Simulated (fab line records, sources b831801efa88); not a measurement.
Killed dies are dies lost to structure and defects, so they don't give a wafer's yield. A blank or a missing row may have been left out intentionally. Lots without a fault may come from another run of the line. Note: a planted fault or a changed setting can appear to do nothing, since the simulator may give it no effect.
Matching of chambers || flow gf180mcu || cmp-02 running GF_V5_CMP_04: 4 sister chambers
The step polishes SiO2. 4 wafers are shown with their chamber, then 7 later ones without.

== WAFERS WITH THEIR CHAMBER ==
{"wafer": "L833.4", "chamber": 3, "motor current A (A)": 12.3}
{"wafer": "L833.5", "chamber": 0, "motor current A (A)": 14.3}
{"wafer": "L835.1", "chamber": 2, "motor current A (A)": 11.1}
{"wafer": "L835.2", "chamber": 1, "motor current A (A)": 10.3}

== WAFERS WITHOUT THEIR CHAMBER ==
{"wafer": "L835.3", "motor current A (A)": 11.3}
{"wafer": "L840.1", "motor current A (A)": 14.5}
{"wafer": "L840.2", "motor current A (A)": 12.3}
{"wafer": "L840.6", "motor current A (A)": 10.6}
{"wafer": "L844.2", "motor current A (A)": 11.1}
{"wafer": "L844.3", "motor current A (A)": 10.6}
{"wafer": "L844.6", "motor current A (A)": 14.8}

== WHICH CHAMBER EACH WENT THROUGH ==
{"wafer": "L835.3", "from the rows above": 2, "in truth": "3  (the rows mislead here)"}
{"wafer": "L840.1", "from the rows above": 0, "in truth": 0}
{"wafer": "L840.2", "from the rows above": 3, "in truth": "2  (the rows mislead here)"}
{"wafer": "L840.6", "from the rows above": "can't be placed: 1 or 2", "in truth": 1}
{"wafer": "L844.2", "from the rows above": 2, "in truth": 2}
{"wafer": "L844.3", "from the rows above": "can't be placed: 1 or 2", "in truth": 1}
{"wafer": "L844.6", "from the rows above": 0, "in truth": 0}
Correctly placed: 3 of 7. Unplaceable from these rows: 2, with the true chamber sitting among the candidates in 2. Wrongly placed: 2.
How it was worked out, from the rows above alone: a wafer's distance from a chamber is the root of the sum, over the readings, of the square of ((its reading less the chamber's mean) divided by the reading's scatter). The wafer belongs to the nearest chamber; if the next one is less than 2 further off, it can't be placed. Each chamber's mean is taken over the wafers shown for it. The scatter (one wafer shown for each chamber): square how far every hidden wafer sits from the nearest shown wafer, average those squares and take the square root.
